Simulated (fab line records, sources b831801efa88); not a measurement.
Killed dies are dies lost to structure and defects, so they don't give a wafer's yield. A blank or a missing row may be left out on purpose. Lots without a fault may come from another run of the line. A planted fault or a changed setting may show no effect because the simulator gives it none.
A sampling plan put to the test | flow gf180mcu | one fab line, 54 faults that these records tell of, each judged on the records of the lots that it struck
The plan is the line's own looks: the steps of the route at which a gauge or an inspection reads the wafer and doesn't change it. A look can be judged if struck wafers have a number there and the file gives its usual mean and standard deviation on fault-free wafers. Caught: at a look after the fault's first step, the mean of the struck wafers lies 4 or more of those standard deviations (sigma) from the usual mean. On the tool: the same test on the tool's own readings at the fault's steps. Another recipe on the struck wafers, or a record that is blank for them alone, also counts as caught.

THE FAULTS, as the simulator had put them in
1. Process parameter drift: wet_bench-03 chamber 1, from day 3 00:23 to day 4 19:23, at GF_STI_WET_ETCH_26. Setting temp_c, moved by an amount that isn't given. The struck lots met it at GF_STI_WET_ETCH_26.
2. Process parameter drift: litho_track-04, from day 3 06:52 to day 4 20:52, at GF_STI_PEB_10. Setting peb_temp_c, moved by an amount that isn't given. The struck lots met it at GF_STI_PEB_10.
3. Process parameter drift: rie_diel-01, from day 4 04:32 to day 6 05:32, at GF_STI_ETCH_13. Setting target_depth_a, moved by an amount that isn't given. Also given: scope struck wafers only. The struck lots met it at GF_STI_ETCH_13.
4. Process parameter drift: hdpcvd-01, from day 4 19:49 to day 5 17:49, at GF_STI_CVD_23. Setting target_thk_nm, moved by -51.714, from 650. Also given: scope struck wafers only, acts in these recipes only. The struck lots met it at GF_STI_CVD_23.
5. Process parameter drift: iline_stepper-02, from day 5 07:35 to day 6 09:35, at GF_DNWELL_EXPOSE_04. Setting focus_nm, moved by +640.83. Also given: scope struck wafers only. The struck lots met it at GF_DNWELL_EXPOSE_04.
6. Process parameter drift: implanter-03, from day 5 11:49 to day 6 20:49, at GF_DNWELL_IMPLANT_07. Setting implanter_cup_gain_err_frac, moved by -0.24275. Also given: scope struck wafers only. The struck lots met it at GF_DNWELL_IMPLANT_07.
7. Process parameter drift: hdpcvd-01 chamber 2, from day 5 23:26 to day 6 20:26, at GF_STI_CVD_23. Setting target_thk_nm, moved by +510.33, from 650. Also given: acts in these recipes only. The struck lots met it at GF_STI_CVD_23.
8. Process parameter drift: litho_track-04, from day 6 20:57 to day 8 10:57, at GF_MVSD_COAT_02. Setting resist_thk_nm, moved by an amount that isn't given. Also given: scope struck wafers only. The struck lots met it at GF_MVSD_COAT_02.
9. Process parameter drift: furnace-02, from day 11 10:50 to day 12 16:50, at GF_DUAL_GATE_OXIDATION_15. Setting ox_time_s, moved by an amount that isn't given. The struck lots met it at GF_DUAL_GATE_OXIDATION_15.
10. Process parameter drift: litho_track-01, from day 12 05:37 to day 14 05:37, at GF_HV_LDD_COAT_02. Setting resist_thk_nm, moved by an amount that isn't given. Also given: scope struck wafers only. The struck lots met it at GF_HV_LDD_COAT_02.
11. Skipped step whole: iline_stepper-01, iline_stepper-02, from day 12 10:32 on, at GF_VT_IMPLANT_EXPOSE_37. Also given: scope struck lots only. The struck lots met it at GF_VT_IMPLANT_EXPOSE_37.
12. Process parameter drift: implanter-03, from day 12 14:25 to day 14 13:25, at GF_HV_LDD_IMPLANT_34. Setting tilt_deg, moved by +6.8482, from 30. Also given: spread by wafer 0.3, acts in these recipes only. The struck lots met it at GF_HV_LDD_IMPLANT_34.
13. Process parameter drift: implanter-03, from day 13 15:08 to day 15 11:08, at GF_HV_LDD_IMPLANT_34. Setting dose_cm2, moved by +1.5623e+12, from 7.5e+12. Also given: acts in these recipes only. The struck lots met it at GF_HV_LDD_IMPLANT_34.
14. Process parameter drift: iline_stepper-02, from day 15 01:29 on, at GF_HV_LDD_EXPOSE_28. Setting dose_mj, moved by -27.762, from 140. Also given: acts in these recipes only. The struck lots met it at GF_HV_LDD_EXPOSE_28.
15. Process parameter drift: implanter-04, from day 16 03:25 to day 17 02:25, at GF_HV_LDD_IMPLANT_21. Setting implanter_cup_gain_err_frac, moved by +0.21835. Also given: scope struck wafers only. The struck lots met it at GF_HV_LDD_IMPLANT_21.
16. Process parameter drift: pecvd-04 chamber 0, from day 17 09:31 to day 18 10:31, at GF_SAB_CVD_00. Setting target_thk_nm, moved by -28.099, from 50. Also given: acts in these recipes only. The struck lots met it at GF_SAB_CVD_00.
17. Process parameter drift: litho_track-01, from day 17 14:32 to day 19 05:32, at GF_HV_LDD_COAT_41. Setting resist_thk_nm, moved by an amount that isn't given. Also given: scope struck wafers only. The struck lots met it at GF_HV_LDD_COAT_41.
18. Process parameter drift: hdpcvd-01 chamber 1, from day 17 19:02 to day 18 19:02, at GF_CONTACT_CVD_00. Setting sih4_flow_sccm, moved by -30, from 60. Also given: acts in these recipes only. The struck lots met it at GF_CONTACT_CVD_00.
19. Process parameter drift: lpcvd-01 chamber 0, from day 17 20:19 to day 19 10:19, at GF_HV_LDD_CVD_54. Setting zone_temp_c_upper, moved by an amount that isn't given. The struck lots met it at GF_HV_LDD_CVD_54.
20. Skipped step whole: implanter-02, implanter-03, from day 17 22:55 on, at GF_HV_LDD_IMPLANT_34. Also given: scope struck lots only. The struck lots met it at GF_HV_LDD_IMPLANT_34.
21. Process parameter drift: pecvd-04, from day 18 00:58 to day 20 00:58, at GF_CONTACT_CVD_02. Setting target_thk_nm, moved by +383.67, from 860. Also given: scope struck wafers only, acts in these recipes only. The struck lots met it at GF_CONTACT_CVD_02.
22. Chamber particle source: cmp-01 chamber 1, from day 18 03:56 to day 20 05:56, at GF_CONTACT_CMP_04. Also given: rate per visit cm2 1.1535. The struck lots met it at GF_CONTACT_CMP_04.
23. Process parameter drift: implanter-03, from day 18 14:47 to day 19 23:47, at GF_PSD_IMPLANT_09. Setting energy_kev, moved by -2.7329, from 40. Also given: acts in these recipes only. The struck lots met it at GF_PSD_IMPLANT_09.
24. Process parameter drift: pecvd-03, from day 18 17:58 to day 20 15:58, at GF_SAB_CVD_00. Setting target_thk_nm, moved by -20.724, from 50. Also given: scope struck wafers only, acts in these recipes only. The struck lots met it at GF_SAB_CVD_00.
25. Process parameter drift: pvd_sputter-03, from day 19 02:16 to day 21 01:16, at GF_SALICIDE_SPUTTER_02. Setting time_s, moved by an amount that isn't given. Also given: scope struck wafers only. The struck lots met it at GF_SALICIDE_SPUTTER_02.
26. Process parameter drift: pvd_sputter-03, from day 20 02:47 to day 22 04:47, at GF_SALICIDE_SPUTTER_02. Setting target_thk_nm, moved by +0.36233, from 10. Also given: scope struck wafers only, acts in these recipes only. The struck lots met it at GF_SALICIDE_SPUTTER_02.
27. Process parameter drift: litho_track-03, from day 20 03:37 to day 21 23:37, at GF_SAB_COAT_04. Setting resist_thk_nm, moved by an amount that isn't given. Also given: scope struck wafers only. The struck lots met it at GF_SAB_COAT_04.
28. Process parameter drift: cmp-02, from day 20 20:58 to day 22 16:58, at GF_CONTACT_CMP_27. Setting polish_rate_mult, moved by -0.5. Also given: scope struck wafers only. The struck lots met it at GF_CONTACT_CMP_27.
29. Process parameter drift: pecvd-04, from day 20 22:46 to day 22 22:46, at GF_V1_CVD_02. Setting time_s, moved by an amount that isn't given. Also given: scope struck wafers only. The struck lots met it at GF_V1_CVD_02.
30. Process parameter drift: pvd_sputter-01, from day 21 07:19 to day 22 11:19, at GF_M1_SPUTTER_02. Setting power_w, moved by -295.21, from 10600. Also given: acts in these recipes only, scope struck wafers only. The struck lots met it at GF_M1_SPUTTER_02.
31. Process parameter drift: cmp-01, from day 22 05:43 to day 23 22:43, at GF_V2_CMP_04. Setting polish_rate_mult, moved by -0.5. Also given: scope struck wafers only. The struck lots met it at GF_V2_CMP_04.
32. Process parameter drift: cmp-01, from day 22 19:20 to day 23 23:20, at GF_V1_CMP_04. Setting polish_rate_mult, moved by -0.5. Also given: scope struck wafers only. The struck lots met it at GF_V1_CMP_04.
33. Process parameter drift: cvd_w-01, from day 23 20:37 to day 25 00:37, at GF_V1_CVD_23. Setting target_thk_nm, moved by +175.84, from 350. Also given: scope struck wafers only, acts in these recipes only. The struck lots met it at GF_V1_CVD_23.
34. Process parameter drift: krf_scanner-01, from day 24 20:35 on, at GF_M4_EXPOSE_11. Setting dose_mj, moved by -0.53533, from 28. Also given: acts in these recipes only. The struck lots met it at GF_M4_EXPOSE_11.
35. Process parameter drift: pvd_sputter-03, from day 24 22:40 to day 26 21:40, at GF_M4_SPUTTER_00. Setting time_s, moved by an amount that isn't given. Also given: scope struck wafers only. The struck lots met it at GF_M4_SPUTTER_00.
36. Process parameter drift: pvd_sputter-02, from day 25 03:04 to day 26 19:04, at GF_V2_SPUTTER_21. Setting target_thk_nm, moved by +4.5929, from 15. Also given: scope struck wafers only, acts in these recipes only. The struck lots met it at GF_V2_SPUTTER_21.
37. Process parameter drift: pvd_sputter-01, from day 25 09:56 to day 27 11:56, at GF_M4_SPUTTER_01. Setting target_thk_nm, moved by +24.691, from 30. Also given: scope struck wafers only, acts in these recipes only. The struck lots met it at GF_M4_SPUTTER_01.
38. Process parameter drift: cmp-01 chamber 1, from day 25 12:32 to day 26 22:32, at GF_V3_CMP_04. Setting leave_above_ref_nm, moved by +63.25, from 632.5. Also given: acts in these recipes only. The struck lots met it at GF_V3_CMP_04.
39. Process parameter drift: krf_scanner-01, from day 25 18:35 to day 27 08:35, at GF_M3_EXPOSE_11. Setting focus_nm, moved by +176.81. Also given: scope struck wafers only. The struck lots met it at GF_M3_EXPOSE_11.
40. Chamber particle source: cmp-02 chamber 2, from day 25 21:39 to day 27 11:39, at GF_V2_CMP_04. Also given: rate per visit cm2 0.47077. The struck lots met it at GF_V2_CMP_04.
41. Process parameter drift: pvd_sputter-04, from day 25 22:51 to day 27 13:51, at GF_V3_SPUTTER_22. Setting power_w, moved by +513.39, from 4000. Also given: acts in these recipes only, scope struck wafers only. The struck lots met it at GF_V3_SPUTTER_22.
42. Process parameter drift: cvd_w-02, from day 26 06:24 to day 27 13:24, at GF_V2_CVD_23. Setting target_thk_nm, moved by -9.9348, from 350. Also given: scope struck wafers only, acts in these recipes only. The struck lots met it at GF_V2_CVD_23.
43. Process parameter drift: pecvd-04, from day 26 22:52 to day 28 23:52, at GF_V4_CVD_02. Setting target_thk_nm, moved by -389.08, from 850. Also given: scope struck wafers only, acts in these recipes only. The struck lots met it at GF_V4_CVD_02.
44. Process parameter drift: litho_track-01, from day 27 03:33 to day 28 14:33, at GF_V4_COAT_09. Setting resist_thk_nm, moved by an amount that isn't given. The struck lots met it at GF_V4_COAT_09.
45. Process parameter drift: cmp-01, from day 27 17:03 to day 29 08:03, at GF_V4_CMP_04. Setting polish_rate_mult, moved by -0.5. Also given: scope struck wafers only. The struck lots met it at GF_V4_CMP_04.
46. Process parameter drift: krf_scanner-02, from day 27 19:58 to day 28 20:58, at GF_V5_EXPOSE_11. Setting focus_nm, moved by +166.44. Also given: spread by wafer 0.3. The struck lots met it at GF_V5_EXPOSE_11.
47. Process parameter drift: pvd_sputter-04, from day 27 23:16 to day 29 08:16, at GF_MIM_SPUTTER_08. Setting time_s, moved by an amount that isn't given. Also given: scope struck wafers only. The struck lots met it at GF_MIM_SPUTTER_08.
48. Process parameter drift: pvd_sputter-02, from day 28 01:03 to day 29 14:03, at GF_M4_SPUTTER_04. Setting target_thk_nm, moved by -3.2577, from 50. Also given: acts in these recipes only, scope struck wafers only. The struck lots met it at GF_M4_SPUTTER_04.
49. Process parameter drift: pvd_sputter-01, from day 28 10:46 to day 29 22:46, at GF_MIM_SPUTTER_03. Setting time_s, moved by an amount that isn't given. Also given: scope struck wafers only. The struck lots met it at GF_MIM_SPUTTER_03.
50. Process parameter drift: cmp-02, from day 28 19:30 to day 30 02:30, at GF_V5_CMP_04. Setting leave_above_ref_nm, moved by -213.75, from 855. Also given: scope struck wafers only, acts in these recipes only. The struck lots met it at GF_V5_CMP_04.
51. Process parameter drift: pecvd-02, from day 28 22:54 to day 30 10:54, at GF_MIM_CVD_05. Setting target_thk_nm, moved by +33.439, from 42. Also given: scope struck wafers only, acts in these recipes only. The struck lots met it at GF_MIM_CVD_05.
52. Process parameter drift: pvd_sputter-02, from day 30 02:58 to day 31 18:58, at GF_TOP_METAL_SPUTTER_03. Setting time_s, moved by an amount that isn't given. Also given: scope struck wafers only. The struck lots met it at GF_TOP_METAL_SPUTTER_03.
53. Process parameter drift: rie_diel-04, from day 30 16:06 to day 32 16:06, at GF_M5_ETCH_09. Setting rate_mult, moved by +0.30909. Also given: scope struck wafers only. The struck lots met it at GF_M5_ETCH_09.
54. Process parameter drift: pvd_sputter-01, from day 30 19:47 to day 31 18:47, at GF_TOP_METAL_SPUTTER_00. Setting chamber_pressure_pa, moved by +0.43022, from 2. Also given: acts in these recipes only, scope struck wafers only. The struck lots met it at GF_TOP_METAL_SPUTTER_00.

WHAT THE PLAN SAW
fault | on the tool itself                               | first look that catches it                      | reading, sigma                                     | median hours from its first step to that look | hours from the fault's start to the first struck lot there | judged looks passed uncaught
1     | temp_c +50 sigma                                 | none of the 4 looks that can be judged after it | strongest: DNWELL_TW at GF_DNWELL_TW_MEAS_09, -2.2 | -                                             | -                                                          | 4
2     | heater_power_total_W -10 sigma                   | not the one look that can be judged after it    | -                                                  | -                                             | -                                                          | 1
3     | oes_product_au -4.7 sigma                        | none of the 2 looks that can be judged after it | -                                                  | -                                             | -                                                          | 2
4     | under 2 sigma                                    | GF_STI_THK_MEAS_24                              | STI_CVD_23_THK -8.9                                | 0.1                                           | 3                                                          | 0
5     | no reading that can be judged                    | none of the 5 looks that can be judged after it | -                                                  | -                                             | -                                                          | 5
6     | beam_on_s +15 sigma                              | GF_DNWELL_TW_MEAS_09                            | DNWELL_TW +15                                      | 0.2                                           | 5                                                          | 0
7     | no reading that can be judged                    | GF_STI_THK_MEAS_24                              | STI_CVD_23_THK +90                                 | 0.1                                           | 9                                                          | 0
8     | no reading that can be judged                    | none of the 2 looks that can be judged after it | -                                                  | -                                             | -                                                          | 2
9     | under 2 sigma                                    | no look after it can be judged                  | -                                                  | -                                             | -                                                          | 0
10    | under 2 sigma                                    | GF_HV_LDD_CD_MEAS_07                            | cd_nm +13                                          | 10.1                                          | 16                                                         | 0
11    | no reading that can be judged                    | no look after it can be judged                  | -                                                  | -                                             | -                                                          | 0
12    | no reading that can be judged                    | no look after it can be judged                  | -                                                  | -                                             | -                                                          | 0
13    | dose_ions_cm2 +99 or beyond sigma                | GF_HV_LDD_RS_MEAS_53                            | HV_LDD_RS -4.1                                     | 21.4                                          | 40                                                         | 0
14    | exposure_dose_mJ_cm2 -99 or beyond sigma         | GF_HV_LDD_CD_MEAS_31                            | cd_nm -31                                          | 10.4                                          | 11                                                         | 0
15    | faraday_current_uA +8.9 sigma                    | GF_HV_LDD_TW_MEAS_23                            | HV_LDD_2_TW -5.8                                   | 0.2                                           | 7                                                          | 0
16    | under 2 sigma                                    | GF_SAB_THK_MEAS_01                              | SAB_CVD_00_THK -41                                 | 0.0                                           | 20                                                         | 0
17    | no reading that can be judged                    | no look after it can be judged                  | -                                                  | -                                             | -                                                          | 0
18    | sih4_flow_sccm -99 or beyond sigma               | GF_CONTACT_THK_MEAS_01                          | CONTACT_CVD_00_THK -52                             | 0.0                                           | 5                                                          | 0
19    | spike_tc_upper_C +26 sigma                       | GF_HV_LDD_THK_MEAS_55                           | HV_LDD_CVD_54_THK +17                              | 1.0                                           | 14                                                         | 0
20    | the tool's record is blank for the struck wafers | GF_HV_LDD_TW_MEAS_38                            | HV_LDD_3_TW -4.9                                   | 0.5                                           | 1                                                          | 0
21    | under 2 sigma                                    | GF_CONTACT_THK_MEAS_03                          | CONTACT_CVD_02_THK +34                             | 0.1                                           | 11                                                         | 0
22    | under 2 sigma                                    | none of the 2 looks that can be judged after it | -                                                  | -                                             | -                                                          | 2
23    | beam_energy_keV -99 or beyond sigma              | GF_PSD_RS_MEAS_15                               | PSD_RS +13                                         | 0.6                                           | 4                                                          | 0
24    | under 2 sigma                                    | GF_SAB_THK_MEAS_01                              | SAB_CVD_00_THK -28                                 | 0.0                                           | 42                                                         | 0
25    | under 2 sigma                                    | GF_SALICIDE_RS_MEAS_04                          | SALICIDE_TIN_RS +5.2                               | 0.1                                           | 34                                                         | 0
26    | under 2 sigma                                    | no look after it can be judged                  | -                                                  | -                                             | -                                                          | 0
27    | no reading that can be judged                    | no look after it can be judged                  | -                                                  | -                                             | -                                                          | 0
28    | overpolish_run_s -99 or beyond sigma             | no look after it can be judged                  | -                                                  | -                                             | -                                                          | 0
29    | run_length_s -9.4 sigma                          | GF_V1_THK_MEAS_03                               | V1_CVD_02_THK -6.0                                 | 0.1                                           | 11                                                         | 0
30    | cathode_dc_power_W -99 or beyond sigma           | none of the 3 looks that can be judged after it | strongest: M1_ALCU_RS at GF_M1_RS_MEAS_05, +3.5    | -                                             | -                                                          | 3
31    | time_to_endpoint_s +4.2 sigma                    | none of the 2 looks that can be judged after it | -                                                  | -                                             | -                                                          | 2
32    | only faintly: time_to_endpoint_s +3.5 sigma      | no look after it can be judged                  | -                                                  | -                                             | -                                                          | 0
33    | under 2 sigma                                    | GF_V1_RS_MEAS_24                                | V1_W_RS -19                                        | 0.1                                           | 17                                                         | 0
34    | exposure_dose_mJ_cm2 -17 sigma                   | none of the 2 looks that can be judged after it | strongest: cd_nm at GF_M4_CD_MEAS_14, +2.6         | -                                             | -                                                          | 2
35    | under 2 sigma                                    | no look after it can be judged                  | -                                                  | -                                             | -                                                          | 0
36    | under 2 sigma                                    | no look after it can be judged                  | -                                                  | -                                             | -                                                          | 0
37    | under 2 sigma                                    | no look after it can be judged                  | -                                                  | -                                             | -                                                          | 0
38    | time_to_endpoint_s -5.9 sigma                    | no look after it can be judged                  | -                                                  | -                                             | -                                                          | 0
39    | no reading that can be judged                    | GF_M3_CD_MEAS_14                                | cd_nm -10                                          | 9.9                                           | 16                                                         | 0
40    | under 2 sigma                                    | none of the 2 looks that can be judged after it | -                                                  | -                                             | -                                                          | 2
41    | cathode_dc_power_W +99 or beyond sigma           | no look after it can be judged                  | -                                                  | -                                             | -                                                          | 0
42    | under 2 sigma                                    | not the one look that can be judged after it    | strongest: V2_W_RS at GF_V2_RS_MEAS_24, +3.5       | -                                             | -                                                          | 1
43    | under 2 sigma                                    | GF_V4_THK_MEAS_03                               | V4_CVD_02_THK -37                                  | 0.1                                           | 8                                                          | 0
44    | under 2 sigma                                    | no look after it can be judged                  | -                                                  | -                                             | -                                                          | 0
45    | time_to_endpoint_s +4.1 sigma                    | not the one look that can be judged after it    | -                                                  | -                                             | -                                                          | 1
46    | under 2 sigma                                    | none of the 2 looks that can be judged after it | -                                                  | -                                             | -                                                          | 2
47    | under 2 sigma                                    | GF_MIM_RS_MEAS_10                               | MIM_ALCU_RS +9.3                                   | 0.1                                           | 10                                                         | 0
48    | under 2 sigma                                    | none of the 7 looks that can be judged after it | -                                                  | -                                             | -                                                          | 7
49    | under 2 sigma                                    | no look after it can be judged                  | -                                                  | -                                             | -                                                          | 0
50    | under 2 sigma                                    | no look after it can be judged                  | -                                                  | -                                             | -                                                          | 0
51    | under 2 sigma                                    | GF_MIM_THK_MEAS_06                              | MIM_CVD_05_THK +56                                 | 0.1                                           | 6                                                          | 0
52    | under 2 sigma                                    | no look after it can be judged                  | -                                                  | -                                             | -                                                          | 0
53    | oes_product_au +24 sigma                         | no look after it can be judged                  | -                                                  | -                                             | -                                                          | 0
54    | chamber_pressure_pa +99 or beyond sigma          | no look after it can be judged                  | -                                                  | -                                             | -                                                          | 0
A dash: the fault isn't caught, or these records don't give the number.

Caught at a look: 21 of 54. Caught on the tool: 21 of 54. By one or the other: 33 of 54.
Caught on the tool alone: faults 1, 2, 3, 28, 30, 31, 34, 38, 41, 45, 53, 54.
Caught at a look alone: faults 4, 7, 10, 16, 21, 24, 25, 33, 39, 43, 47, 51.
Caught by neither: faults 5, 8, 9, 11, 12, 17, 22, 26, 27, 32, 35, 36, 37, 40, 42, 44, 46, 48, 49, 50, 52.

THINNER SAMPLING
If the look that catches a fault measured only every second or every third lot, by lot number, the first struck lot would be measured this late in the worst case:
fault | struck lots at that look, in order of time | every lot | every second lot | every third lot
4     | L542, L544                                 | 3 h       | may miss all 2   | may miss all 2
6     | L914, L917, L918                           | 5 h       | 21 h             | may miss all 3
7     | L125                                       | 9 h       | may miss it      | may miss it
10    | L234, L235, L238                           | 16 h      | 29 h             | may miss all 3
13    | L293, L294                                 | 40 h      | 45 h             | may miss all 2
14    | L426, L429                                 | 11 h      | 43 h             | may miss all 2
15    | L223, L227                                 | 7 h       | may miss all 2   | may miss all 2
16    | L871                                       | 20 h      | may miss it      | may miss it
18    | L649                                       | 5 h       | may miss it      | may miss it
19    | L723, L722                                 | 14 h      | 15 h             | may miss all 2
20    | L475, L476, L477                           | 1 h       | 17 h             | 23 h
21    | L177, L179, L181                           | 11 h      | may miss all 3   | 44 h
23    | L475, L477                                 | 4 h       | may miss all 2   | may miss all 2
24    | L721                                       | 42 h      | may miss it      | may miss it
25    | L938, L939                                 | 34 h      | 47 h             | may miss all 2
29    | L559, L561, L563                           | 11 h      | may miss all 3   | 41 h
33    | L970                                       | 17 h      | may miss it      | may miss it
39    | L980, L982                                 | 16 h      | may miss all 2   | may miss all 2
43    | L523                                       | 8 h       | may miss it      | may miss it
47    | L696                                       | 10 h      | may miss it      | may miss it
51    | L684                                       | 6 h       | may miss it      | may miss it
Hours are from the fault's start to the first struck lot that is measured. The limit of 4 sigma was tested on all struck wafers together, so one lot alone may lie under it. Other struck lots may not be in these records.

THE LONGEST TIMED WAY FROM STEP TO LOOK
Fault 13: a median of 21.4 hours passes between GF_HV_LDD_IMPLANT_34 and GF_HV_LDD_RS_MEAS_53. No look between them can be judged.
